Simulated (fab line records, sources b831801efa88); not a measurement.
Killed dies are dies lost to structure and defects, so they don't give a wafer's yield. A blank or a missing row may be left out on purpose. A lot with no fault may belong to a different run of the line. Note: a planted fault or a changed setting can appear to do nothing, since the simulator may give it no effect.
fab line records | flow sky130
record lots=6 wafers=18 last-day=50
route steps=708 shown VT_ADJUST_NCORE@125 VT_ADJUST_HVTR@131
lots that met no fault: taken from a fault-free run of the same line
start-h: hours from the record's opening day to when the first of the lot's shown wafers began | wait-h: how many hours have passed since the lot's step before this one | " the same as in the row above | L1.1+2: several wafers, shown together as one row | - no value, or no start was given | * or withheld: withheld | < > ~ a bound
route shown NAME@n: NAME is a module with steps in the file, n the number in the route of the first one | usual: mean and standard deviation over wafers with no fault | same: alike in all rows | chamber/n: place in a boat | sites: per-site readings | _std_site: standard deviation across them | _edge_site: the outer-site mean with the inner-site mean subtracted | radius-mm: how far each site lies from the wafer's centre | mask NAME#n: copy n | behind: the most recent tool/chamber to have shaped the wafer | hold: reason for holding the lot/hours on hold/outcome of the hold | device: transistor that didn't switch, given as n, p or np | end of line: tests of these same wafers at the route's end | where a step has no rows: the recipe by itself | killed: not the wafer's yield, but the dies lost to structure and defects at the first sort | map: a wafer's dies, x killed, . not, _ none there
set.NAME: the run value of the setting; set.NAME@STEP: its run value at that earlier step | model.NAME: the simulator's own value behind a step, which no gauge read
certain route steps with their lots: each step a table, each wafer a row
services: when a tool's chamber went out of use (start-h, in hours from the record's first day, below 0 if earlier), for how many hours, and the reason
## steps
# step SKY_VT_ADJUST_NCORE_DEVELOP_06
# recipe resist=NOVOLAK developer=TMAH develop-time-s=60 dev-temp-c=23
# step SKY_VT_ADJUST_NCORE_CD_MEAS_07
# recipe target-cd-nm=380
# usual cd-nm=380.0/2.2
# columns lot.wafer tool chamber start-h wait-h cd-nm
L984.4 cd-sem-02 - 189.10 0.1 378.2
L984.5 " - " " 385.7
L984.6 " - " " 380.5
L987.2 cd-sem-02 - 221.29 0.1 378.8
L987.5 " - " " 379.8
L987.6 " - " " 380.3
L994.2 cd-sem-01 - 272.59 0.1 378.8
L994.3 " - " " 375.5
L994.4 " - " " 380.0
L996.3 cd-sem-01 - 277.49 0.1 379.4
L996.4 " - " " 378.2
L996.5 " - " " 377.2
L103.1 cd-sem-01 - 324.85 0.1 384.1
L103.2 " - " " 381.8
L103.4 " - " " 383.4
L106.1 cd-sem-02 - 350.69 0.1 381.1
L106.4 " - " " 378.3
L106.6 " - " " 377.7
# step SKY_VT_ADJUST_NCORE_OVL_MEAS_08
# usual VT_ADJUST_NCORE_OVL=-1.6/1.4
# columns lot.wafer tool chamber start-h wait-h VT_ADJUST_NCORE_OVL[nm]
L984.4 overlay-01 - 189.17 0.1 -1.5
L984.5 " - " " -2.4
L984.6 " - " " -1.8
L987.2 overlay-01 - 221.39 0.1 -1.1
L987.5 " - " " -1.7
L987.6 " - " " -0.4
L994.2 overlay-02 - 272.69 0.1 -1.6
L994.3 " - " " -4.1
L994.4 " - " " -1.9
L996.3 overlay-02 - 277.58 0.1 -1.4
L996.4 " - " " -2.1
L996.5 " - " " -2.0
L103.1 overlay-01 - 324.97 0.1 -1.2
L103.2 " - " " -0.6
L103.4 " - " " -2.4
L106.1 overlay-02 - 350.81 0.1 -1.8
L106.4 " - " " -1.1
L106.6 " - " " 0.2
# step SKY_VT_ADJUST_NCORE_IMPLANT_09
# recipe species=B energy-kev=10 dose-cm2=2.4e+12 tilt-deg=withheld
# step SKY_VT_ADJUST_NCORE_STRIP_10
# recipe chemistry=O2/N2 power-w=1400 pressure-mtorr=1500 platen-temp-c=withheld o2-flow-sccm=3000 n2-flow-sccm=300 overash-fraction=0.5
# usual drypump-motor-current-A=5.6/0.38 oes-product-au=0.716/0.0044 strip-time-to-endpoint-s=14.19/0.042
# columns lot.wafer tool chamber start-h wait-h drypump-motor-current-A oes-product-au rf-hours-counter-h strip-time-to-endpoint-s
L984.4 plasma-asher-03 1 189.38 0.1 5.9 0.713 - 14.23
L984.5 " 0 " " 4.9 0.716 - 14.22
L984.6 " 1 " " 5.9 0.715 - 14.26
L987.2 plasma-asher-01 0 221.57 0.1 5.7 0.718 54 14.16
L987.5 " 0 " " 5.7 0.718 - 14.15
L987.6 " 1 " " 6.1 0.711 - 14.14
L994.2 plasma-asher-01 0 272.87 0.1 5.7 0.717 59 14.25
L994.3 " 1 " " 6.1 0.719 - 14.21
L994.4 " 0 " " 5.7 0.710 - 14.26
L996.3 plasma-asher-04 1 277.79 0.1 5.3 0.715 - 14.13
L996.4 " 0 " " 5.8 0.715 - 14.15
L996.5 " 0 " " 5.8 0.710 - 14.14
L103.1 plasma-asher-03 1 325.16 0.1 5.8 0.714 48 14.25
L103.2 " 0 " " 5.0 0.716 48 14.26
L103.4 " 0 " " 4.9 0.711 - 14.27
L106.1 plasma-asher-03 0 350.99 0.1 5.0 0.719 51 14.16
L106.4 " 0 " " 5.0 0.713 - 14.14
L106.6 " 1 " " 5.8 0.720 - 14.16
# step SKY_VT_ADJUST_NCORE_TW_MEAS_11
# usual VT_ADJUST_NCORE_TW=218.9/1.3
# columns lot.wafer tool chamber start-h wait-h VT_ADJUST_NCORE_TW
L984.4 film-metro-02 - 189.47 0.1 217.7
L984.5 " - " " 218.2
L984.6 " - " " 217.0
L987.2 film-metro-02 - 221.68 0.1 219.5
L987.5 " - " " 219.8
L987.6 " - " " 219.1
L994.2 film-metro-02 - 272.98 0.1 219.5
L994.3 " - " " 217.5
L994.4 " - " " 218.5
L996.3 film-metro-04 - 277.88 0.1 220.8
L996.4 " - " " 221.7
L996.5 " - " " 221.0
L103.1 film-metro-02 - 325.26 0.1 218.6
L103.2 " - " " 219.7
L103.4 " - " " 219.6
L106.1 film-metro-02 - 351.09 0.1 217.7
L106.4 " - " " 216.6
L106.6 " - " " 218.3
# step SKY_VT_ADJUST_HVTR_DEHYDRATE_00
# recipe temp-c=200 time-s=60
# step SKY_VT_ADJUST_HVTR_HMDS_01
# recipe prime-time-s=60 prime-temp-c=120
# step SKY_VT_ADJUST_HVTR_COAT_02
# recipe resist=NOVOLAK spin-rpm=3000 resist-thk-nm=1140
# step SKY_VT_ADJUST_HVTR_SOFTBAKE_03
# recipe temp-c=90 time-s=60 resist=NOVOLAK
# step SKY_VT_ADJUST_HVTR_EXPOSE_04
# recipe mask-id=HVTRM target-cd-nm=380 na=0.6 source-shape=conventional sigma-outer=0.6 dose-mj=150
# step SKY_VT_ADJUST_HVTR_PEB_05
# recipe temp-c=withheld time-s=* resist=NOVOLAK
# step SKY_VT_ADJUST_HVTR_DEVELOP_06
# recipe develop-time-s=60 dev-temp-c=23
# columns lot.wafer tool chamber start-h wait-h
L984.4+5+6 litho-track-02 0 211.08 0.1
L987.2+5+6 litho-track-02 0 244.68 0.1
L994.2+3+4 litho-track-02 0 298.13 0.1
L996.3+4+5 litho-track-02 0 303.20 0.1
L103.1+2+4 litho-track-03 0 352.91 0.1
L106.1+4+6 litho-track-03 0 379.36 0.1
# step SKY_VT_ADJUST_HVTR_CD_MEAS_07
# recipe target-cd-nm=380
# usual cd-nm=379.4/2.2
# columns lot.wafer tool chamber start-h wait-h cd-nm
L984.4 cd-sem-01 - 211.21 0.1 381.6
L984.5 " - " " 378.2
L984.6 " - " " 381.3
L987.2 cd-sem-01 - 244.82 0.1 376.6
L987.5 " - " " 380.6
L987.6 " - " " 382.3
L994.2 cd-sem-02 - 298.27 0.1 378.4
L994.3 " - " " 376.9
L994.4 " - " " 393.3
L996.3 cd-sem-02 - 303.34 0.1 378.9
L996.4 " - " " 393.7
L996.5 " - " " 377.9
L103.1 cd-sem-02 - 353.06 0.1 380.8
L103.2 " - " " 383.9
L103.4 " - " " 379.8
L106.1 cd-sem-02 - 379.51 0.1 382.0
L106.4 " - " " 383.7
L106.6 " - " " 381.1
# step SKY_VT_ADJUST_HVTR_OVL_MEAS_08
# usual VT_ADJUST_HVTR_OVL=0.7/1.3
# columns lot.wafer tool chamber start-h wait-h VT_ADJUST_HVTR_OVL[nm]
L984.4 overlay-01 - 211.29 0.1 0.0
L984.5 " - " " 2.2
L984.6 " - " " 1.5
L987.2 overlay-01 - 244.93 0.1 2.0
L987.5 " - " " 1.9
L987.6 " - " " 1.1
L994.2 overlay-02 - 298.38 0.1 0.6
L994.3 " - " " 0.3
L994.4 " - " " -0.3
L996.3 overlay-01 - 303.43 0.1 0.4
L996.4 " - " " 0.7
L996.5 " - " " -0.2
L103.1 overlay-01 - 353.18 0.1 1.3
L103.2 " - " " 1.0
L103.4 " - " " 2.0
L106.1 overlay-02 - 379.63 0.1 1.8
L106.4 " - " " 0.8
L106.6 " - " " 1.7
## services
# columns tool chamber start-h hours kind
plasma-asher-04 - 170.68 2.0 pm
## key
first-sign step=SKY_VT_ADJUST_HVTR_CD_MEAS_07 reading=cd-nm direction=up sigmas=6.3 usual=379.4 struck=393.5
effect none on later readings
met-at SKY_VT_ADJUST_HVTR_DEVELOP_06
struck-wafers L994.4,L996.4
tester-left-out L994,L996
onset-between 244.68 298.13
fault kind=process-parameter-drift tool=litho-track-02 chamber=- onset-h=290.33 steps=SKY_VT_ADJUST_HVTR_DEVELOP_06 channel=develop-time-s offset=* shape=step end-h=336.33 scope=struck-wafers-only acts-in=* stated=*
# tester-left-out: of these lots the tester's yield and bins aren't shown, on N5 and GAA mostly nor the transistor test; their killed dies are dies lost to structure and defects alone, not to doping, threshold or leakage, so they don't give the yield
